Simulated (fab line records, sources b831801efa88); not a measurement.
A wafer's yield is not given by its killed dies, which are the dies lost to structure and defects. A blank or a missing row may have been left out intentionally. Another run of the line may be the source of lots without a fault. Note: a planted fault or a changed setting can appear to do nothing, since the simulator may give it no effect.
The tool behind it: which one? + flow sfq-line + 6 lots with 18 wafers sampled at 3 steps, on a route of 325 steps

== WHAT THE GAUGES READ, wafer by wafer ==
SFQ_M0_RS_MEAS_904: the measuring method here is four-point-probe.
| lot  | measured     | on            | M0_NB_RS (ohm/sq) |
|------|--------------|---------------|-------------------|
| L686 | day 8 05:16  | film-metro-01 | 0.886 0.904 0.884 |
| L689 | day 9 10:04  | film-metro-02 | 0.885 0.883 0.875 |
| L691 | day 10 00:59 | film-metro-01 | 0.911 0.913 0.893 |
| L693 | day 10 13:01 | film-metro-01 | 0.900 0.883 0.891 |
| L697 | day 11 16:35 | film-metro-04 | 0.904 0.899 0.897 |
| L702 | day 13 08:44 | film-metro-04 | 0.874 0.874 0.875 |

== WHICH TOOL RAN EACH LOT (tool, then ch and the chambers of the sampled wafers, then the start) ==
| lot  | SFQ_TRILAYER_L0_ETCH_METAL_ETCH_008 | SFQ_TRILAYER_M0_DEP_SPUTTER_019 |
|------|-------------------------------------|---------------------------------|
| L686 | rie-metal-02 ch 0,1, day 4 13:15    | pvd-sputter-03, day 8 05:08     |
| L689 | rie-metal-03 ch 0,1, day 5 07:22    | pvd-sputter-03, day 9 09:56     |
| L691 | rie-metal-02 ch 0,1, day 5 20:34    | pvd-sputter-06, day 10 00:54    |
| L693 | rie-metal-01 ch 0,1, day 6 08:34    | pvd-sputter-03, day 10 12:54    |
| L697 | rie-metal-02 ch 0,1, day 7 09:05    | pvd-sputter-06, day 11 16:28    |
| L702 | rie-metal-01 ch 0, day 9 00:44      | pvd-sputter-05, day 13 08:39    |
- SFQ_TRILAYER_L0_ETCH_METAL_ETCH_008: etches MoNx KI in SF6/O2, stops on SiO2, target depth 50 nm, time 25 s.
- SFQ_TRILAYER_M0_DEP_SPUTTER_019: material Nb, target thk 200 nm, time 133.3 s.

== THE ANSWER, worked out from the rows above alone ==
Rule: usual is defined by the lots themselves. The widest of any qualifying gaps counts: lots, ordered by their means at a reading, are off when they make up no more than a third of the lots, leave a main group of 4 or more, and stand apart from it by 3 or more times the standard deviation of that group's means. A main group is skipped when, at the precision printed for the reading in the tables above, its means are all equal. A lot without any number at a reading at which 4 lots or more have one is off too. The other lots that the step has rows for count as sound.
No lot is off on any of the readings shown, so nothing can be concluded from this.

== WHAT THE SIMULATOR HAD INSERTED ==
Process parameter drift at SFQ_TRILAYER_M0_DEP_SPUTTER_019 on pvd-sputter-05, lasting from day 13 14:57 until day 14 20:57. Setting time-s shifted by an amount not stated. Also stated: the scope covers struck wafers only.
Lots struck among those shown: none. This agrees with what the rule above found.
